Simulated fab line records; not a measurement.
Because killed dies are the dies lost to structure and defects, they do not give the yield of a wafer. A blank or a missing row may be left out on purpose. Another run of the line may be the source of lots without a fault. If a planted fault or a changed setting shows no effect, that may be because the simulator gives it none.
One fault through the eyes of 2 desks -- flow sky130 -- each desk holds nothing but its own numbers, with what lay behind them at the end

## FROM THE METROLOGY DESK
Means of the sampled wafers that have a number, per lot and without regard to the tool the lot ran on: this is what the gauges read. Any lot whose mean is over 4 standard deviations away from the usual mean is out of limits and marked OUT; that distance is given in the brackets.
Columns: A = cd_nm at SKY_FIELD_ISO_CD_MEAS_13, usual 149.9 nm; B = FIELD_ISO_OXIDATION_01_THK at SKY_FIELD_ISO_THK_MEAS_23, usual 10.11 nm; C = FIELD_ISO_CVD_24_THK at SKY_FIELD_ISO_THK_MEAS_25, usual 594 nm
lot,first seen here,A,B,C
L450,day 3 02:48,151.9,9.80,600
L454,day 3 23:04,153.0,10.22,597
L457,day 4 13:11,149.5,10.26,591
L460,day 5 07:31,150.8,10.39,596
L468,day 6 22:34,151.3,10.09,598
L469,day 7 04:28,152.0,10.00,589
This desk found nothing out of limits on any of the 6 lots.

## DESK OF THE TOOL OWNER: rie_si-02
The tool's own readings at SKY_FIELD_ISO_ETCH_17 (etches Si in HBr/Cl2/O2, target depth 342 nm, time 97.7 s): means of the sampled wafers that have a number, for each lot that ran on this tool. Any lot whose mean is over 4 standard deviations away from the usual mean is out of limits and marked OUT; that distance is given in the brackets.
Columns: A = HBr_flow_sccm at SKY_FIELD_ISO_ETCH_17, usual 149.9 sccm; B = bias_w at SKY_FIELD_ISO_ETCH_17, usual 150.0 W; C = drypump_motor_current_A at SKY_FIELD_ISO_ETCH_17, usual 5.9 A; D = oes_product_au at SKY_FIELD_ISO_ETCH_17, usual 0.999 a.u.; E = run_length_s at SKY_FIELD_ISO_ETCH_17, usual 126.0 s; F = throttle_valve_pct at SKY_FIELD_ISO_ETCH_17, usual 25.657 %
lot,first seen here,A,B,C,D,E,F
L454,day 3 23:23,150.4,-,6.3,0.995,84.7 (-98) OUT,25.656
L457,day 4 13:30,149.9,-,5.8,1.004,84.6 (-98) OUT,25.662
L469,day 7 04:46,150.4,150.1,5.9,1.008,125.6,25.644
Finding of this desk: L454, L457 out of limits; the first was L454 at day 3 23:23, on run_length_s at SKY_FIELD_ISO_ETCH_17. In limits: L469.

## PUT TOGETHER
An alarm could have come from the tool owner's desk at day 3 23:23, on L454, L457.
At the metrology desk, nothing out of limits was observed.
The metrology desk holds a record of L454, L457, inside its limits.
SKY_FIELD_ISO_ETCH_17 was run on rie_si-02 by each of the lots named.

## WHAT WAS PUT IN BY THE SIMULATOR
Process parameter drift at SKY_FIELD_ISO_ETCH_17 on rie_si-02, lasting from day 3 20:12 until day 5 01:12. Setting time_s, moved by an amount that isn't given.
Struck lots among those shown: L454, L457.
Delay in hours, fault start to first out-of-limits reading, by desk: the tool owner's desk at 3.
